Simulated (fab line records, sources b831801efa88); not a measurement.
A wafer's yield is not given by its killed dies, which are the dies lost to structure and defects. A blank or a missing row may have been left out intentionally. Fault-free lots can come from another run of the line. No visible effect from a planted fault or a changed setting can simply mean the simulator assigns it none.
What tool caused it? | flow gf180mcu | route of 602 steps, sampled at 1 step: 6 lots, 18 wafers

== WHAT THE GAUGES SHOWED, per wafer ==
GF_M4_THK_MEAS_06: measures by xrf.
lot  | measured     | on            | M4_ALCU_THK (nm)
L789 | day 23 02:45 | film_metro-02 | 432 435 434
L795 | day 25 05:29 | film_metro-03 | 434 435 435
L797 | day 26 01:11 | film_metro-03 | 432 440 439
L799 | day 26 15:25 | film_metro-02 | 440 443 441
L807 | day 28 23:13 | film_metro-02 | 440 440 437
L809 | day 29 12:28 | film_metro-02 | 438 433 421

== TOOL THAT RAN EACH LOT (tool first, then ch and the chambers of the sampled wafers, then the start) ==
There is no process step in the record ahead of these readings.

== THE ANSWER, worked out from the rows above alone ==
Rule: usual is defined by the lots themselves. The widest of any qualifying gaps counts: lots, ordered by their means at a reading, are off when they make up no more than a third of the lots, leave a main group of 4 or more, and stand apart from it by 3 or more times the standard deviation of that group's means. The tables above print the reading to a certain number of digits; a main group whose means all agree to those digits is not used. Also off: a lot with no number at a reading for which 4 or more lots have one. The other lots that the step has rows for count as sound.
Across all readings shown, no lot is off: no conclusion can be drawn from this.

== WHAT HAD BEEN PUT IN BY THE SIMULATOR ==
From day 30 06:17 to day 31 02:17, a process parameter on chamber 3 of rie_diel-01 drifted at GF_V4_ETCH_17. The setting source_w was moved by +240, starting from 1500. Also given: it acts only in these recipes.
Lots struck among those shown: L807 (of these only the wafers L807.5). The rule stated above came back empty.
